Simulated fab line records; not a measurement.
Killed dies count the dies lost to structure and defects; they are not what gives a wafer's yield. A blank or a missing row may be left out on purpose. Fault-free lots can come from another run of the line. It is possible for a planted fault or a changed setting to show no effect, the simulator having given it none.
8D (eight disciplines) problem report, filled in by code | flow gf180mcu | the parts of the form that need people (team, actions taken, sign-off) are left out

## 1. THE PROBLEM
At GF_NSD_CD_MEAS_07, cd_nm averages 412.3 nm over 6 wafers from 2 lots, while fault-free wafers read 400.2 nm, standard deviation 1.8. That is +6.7 standard deviations from the usual mean.
The step: target cd 400 nm.
Earliest sighting: wafer L130.2 on cd_sem-01 at day 18 22:27. At this step, 42 wafers from 14 lots have a number in the record. The rule behind "out" and "out of limits": a value lying over 4 standard deviations away from the usual mean. All remaining wafers that have a number are taken as sound.

## 2. WHAT IT IS, WHAT IT ISN'T
question                    | is                     | is not
which readings at this step | cd_nm                  | -
which lots                  | L130, L132             | L115, L116, L117, L118, L120, L121, L122, L125, L127, L133, L135, L137
which wafers of those lots  | all that have a number | -
read on which gauges        | cd_sem-01              | cd_sem-02
when                        | from day 18 22:27      | up to then (27 sound wafers); but 9 sound wafers of L133, L135, L137 came after

## 3. SUSPECTS, AND WHAT RULES EACH OUT
Counting: a tool at any process step up to the reading remains a suspect when it ran all the lots that are out and ran no sound lot after the first of those.
- the gauge at GF_NSD_CD_MEAS_07: kept. All the wafers that are out were read on cd_sem-01, and no step on other tools shows them out.
- litho_track-02 at GF_NSD_DEVELOP_06 (develop time 60 s): kept. It ran every lot that is out, first L130 (day 18 22:18), and no sound lot after that; its last sound lot up to then is L127 (day 17 11:08).
What counting leaves: litho_track-02 at GF_NSD_DEVELOP_06 and cd_sem-01 at GF_NSD_CD_MEAS_07.

## 4. THE CAUSE (what the simulator had put in)
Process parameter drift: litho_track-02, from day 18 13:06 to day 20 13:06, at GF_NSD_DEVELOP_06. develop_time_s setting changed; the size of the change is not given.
After counting, 2 suspects remain, this tool included.

## 5. THE CHAIN OF EFFECTS, in route order
Rows list readings where the struck wafers' mean (over those with a number) sits beyond 3 standard deviations from the usual. Only readings for which the record gives a usual standard deviation are gone through. hours: the time from each lot's start at the first step in this table that gives one to its start at this step, as a median over the lots. sigmas: the change in usual standard deviations.
hours | step              | reading | usual    | on struck wafers | change | sigmas
0     | GF_NSD_CD_MEAS_07 | cd_nm   | 400.2 nm | 412.3            | +12.1  | +6.7

## 6. HOW IT WOULD HAVE BEEN CAUGHT EARLIER
In this record the first reading out of limits at a measuring or inspecting step was taken at day 18 22:27, 9 hours after the fault began at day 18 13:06.
L132, from the lots that are out (2), started GF_NSD_DEVELOP_06 on litho_track-02 later than day 18 22:27. Putting the tool on hold at that point would have spared it.
